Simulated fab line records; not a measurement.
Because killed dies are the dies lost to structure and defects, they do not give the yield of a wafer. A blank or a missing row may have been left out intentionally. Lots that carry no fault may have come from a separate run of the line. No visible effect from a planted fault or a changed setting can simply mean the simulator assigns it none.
Matching of chambers / flow sky130 / SKY_VIA3_CMP_02 on cmp-01: 4 sister chambers
The step polishes SiO2. 18 wafers are shown with their chamber, then 9 later ones without.

## WAFERS PAIRED WITH THEIR CHAMBERS
wafer=L078.1; chamber=1; motor current A (A)=11.1; platen rpm (rpm)=59.99
wafer=L078.2; chamber=2; motor current A (A)=14.3; platen rpm (rpm)=59.93
wafer=L078.5; chamber=0; motor current A (A)=12.1; platen rpm (rpm)=59.94
wafer=L082.2; chamber=1; motor current A (A)=10.8; platen rpm (rpm)=60.04
wafer=L082.5; chamber=2; motor current A (A)=14.1; platen rpm (rpm)=60.04
wafer=L082.6; chamber=1; motor current A (A)=10.7; platen rpm (rpm)=59.95
wafer=L086.1; chamber=0; motor current A (A)=12.0; platen rpm (rpm)=60.05
wafer=L086.4; chamber=1; motor current A (A)=10.2; platen rpm (rpm)=60.00
wafer=L086.5; chamber=2; motor current A (A)=14.3; platen rpm (rpm)=60.00
wafer=L087.3; chamber=1; motor current A (A)=10.2; platen rpm (rpm)=60.00
wafer=L087.5; chamber=0; motor current A (A)=11.5; platen rpm (rpm)=60.02
wafer=L087.6; chamber=3; motor current A (A)=11.4; platen rpm (rpm)=59.94
wafer=L091.2; chamber=3; motor current A (A)=11.9; platen rpm (rpm)=60.06
wafer=L091.3; chamber=0; motor current A (A)=12.2; platen rpm (rpm)=59.98
wafer=L091.4; chamber=2; motor current A (A)=14.2; platen rpm (rpm)=59.97
wafer=L093.3; chamber=3; motor current A (A)=11.4; platen rpm (rpm)=60.01
wafer=L093.4; chamber=1; motor current A (A)=10.8; platen rpm (rpm)=60.05
wafer=L093.5; chamber=2; motor current A (A)=14.5; platen rpm (rpm)=59.99

SIGNATURES (averages over the wafers above)
reading=motor current A; chamber 0=11.950; chamber 1=10.633; chamber 2=14.280; chamber 3=11.567; scatter within a chamber=0.293
reading=platen rpm; chamber 0=59.9975; chamber 1=60.0050; chamber 2=59.9860; chamber 3=60.0033; scatter within a chamber=0.0441
Rule: distance of a wafer from a chamber = root of the sum over the readings of ((wafer's reading minus chamber's mean) / reading's scatter) squared. The wafer belongs to the nearest chamber; if the next one is less than 2 further off, it can't be placed. The scatter: the root of (the sum of the squares of (reading less its chamber's mean) over the shown wafers, divided by (wafers less chambers)).

## WAFERS WHOSE CHAMBER IS MISSING
wafer=L095.2; motor current A (A)=10.6; platen rpm (rpm)=59.93
wafer=L095.5; motor current A (A)=10.5; platen rpm (rpm)=60.00
wafer=L095.6; motor current A (A)=11.3; platen rpm (rpm)=59.93
wafer=L096.1; motor current A (A)=11.4; platen rpm (rpm)=59.99
wafer=L096.3; motor current A (A)=11.4; platen rpm (rpm)=59.99
wafer=L096.5; motor current A (A)=10.5; platen rpm (rpm)=60.05
wafer=L097.1; motor current A (A)=11.9; platen rpm (rpm)=60.03
wafer=L097.2; motor current A (A)=14.6; platen rpm (rpm)=59.98
wafer=L097.4; motor current A (A)=11.2; platen rpm (rpm)=59.98

## EACH ONE'S CHAMBER
wafer=L095.2; from the rows above=can't be placed: 1 or 3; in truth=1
wafer=L095.5; from the rows above=1; in truth=1
wafer=L095.6; from the rows above=can't be placed: 3 or 0 or 1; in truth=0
wafer=L096.1; from the rows above=can't be placed: 3 or 0 or 1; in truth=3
wafer=L096.3; from the rows above=can't be placed: 3 or 0 or 1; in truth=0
wafer=L096.5; from the rows above=1; in truth=1
wafer=L097.1; from the rows above=can't be placed: 0 or 3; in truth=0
wafer=L097.2; from the rows above=2; in truth=2
wafer=L097.4; from the rows above=can't be placed: 3 or 1 or 0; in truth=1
Correctly placed: 3 of 9. From these rows, 6 cannot be placed; in 6 the true chamber is one of the candidates. Placed wrongly: 0.
